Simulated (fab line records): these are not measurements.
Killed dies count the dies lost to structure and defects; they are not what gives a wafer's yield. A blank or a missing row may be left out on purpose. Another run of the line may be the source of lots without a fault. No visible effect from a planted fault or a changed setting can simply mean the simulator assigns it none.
Which tool was responsible? + flow sky130 + 6 lots, 18 wafers sampled, at 2 steps of a route of 708

== WHAT THE GAUGES READ, wafer by wafer ==
SKY_NWELL_RS_MEAS_29: measurement is done with a four-point probe.
| lot  | measured     | on            | NWELL_RS (ohm/sq) |
|------|--------------|---------------|-------------------|
| L364 | day 5 19:23  | film metro-03 | 626.7 625.6 626.3 |
| L366 | day 6 08:10  | film metro-03 | 625.3 625.7 626.7 |
| L368 | day 6 21:49  | film metro-03 | 639.9 638.6 638.0 |
| L371 | day 7 12:40  | film metro-01 | 626.1 628.3 624.9 |
| L378 | day 9 09:56  | film metro-04 | 623.5 621.2 621.9 |
| L385 | day 11 06:26 | film metro-01 | 625.5 625.4 626.0 |

== WHAT TOOL EACH LOT RAN ON (gives the tool, then ch and the chambers of the sampled wafers, and finally the start) ==
| lot  | SKY_NWELL_IMPLANT_13            |
|------|---------------------------------|
| L364 | implanter-01 ch 0, day 5 01:10  |
| L366 | implanter-01 ch 0, day 5 13:52  |
| L368 | implanter-01 ch 0, day 6 01:52  |
| L371 | implanter-03 ch 0, day 6 17:34  |
| L378 | implanter-03 ch 0, day 8 12:46  |
| L385 | implanter-04 ch 0, day 10 06:55 |
- SKY_NWELL_IMPLANT_13

== THE ANSWER, worked out from the rows above alone ==
Rule: the usual values come from the lots themselves. The widest of any qualifying gaps counts: lots, ordered by their means at a reading, are off when they make up no more than a third of the lots, leave a main group of 4 or more, and stand apart from it by 3 or more times the standard deviation of that group's means. The tables above print the reading to a certain number of digits; a main group whose means all agree to those digits is not used. A lot without any number at a reading at which 4 lots or more have one is off too. All remaining lots with rows at the step are treated as sound.
Off: L368, at SKY_NWELL_RS_MEAS_29 (NWELL_RS). The main group has a mean of 625.3 ohm/sq with a standard deviation of 1.6.
A tool fits if, at a process step before that reading, it ran every lot that is off, and no sound lot after the first of them. Gauges at SKY_NWELL_RS_MEAS_29: tried the same way as those tools. This does not decide it: 2 tools fit, namely implanter-01 at SKY_NWELL_IMPLANT_13 and film metro-03 at SKY_NWELL_RS_MEAS_29.

== WHAT WAS PUT IN BY THE SIMULATOR ==
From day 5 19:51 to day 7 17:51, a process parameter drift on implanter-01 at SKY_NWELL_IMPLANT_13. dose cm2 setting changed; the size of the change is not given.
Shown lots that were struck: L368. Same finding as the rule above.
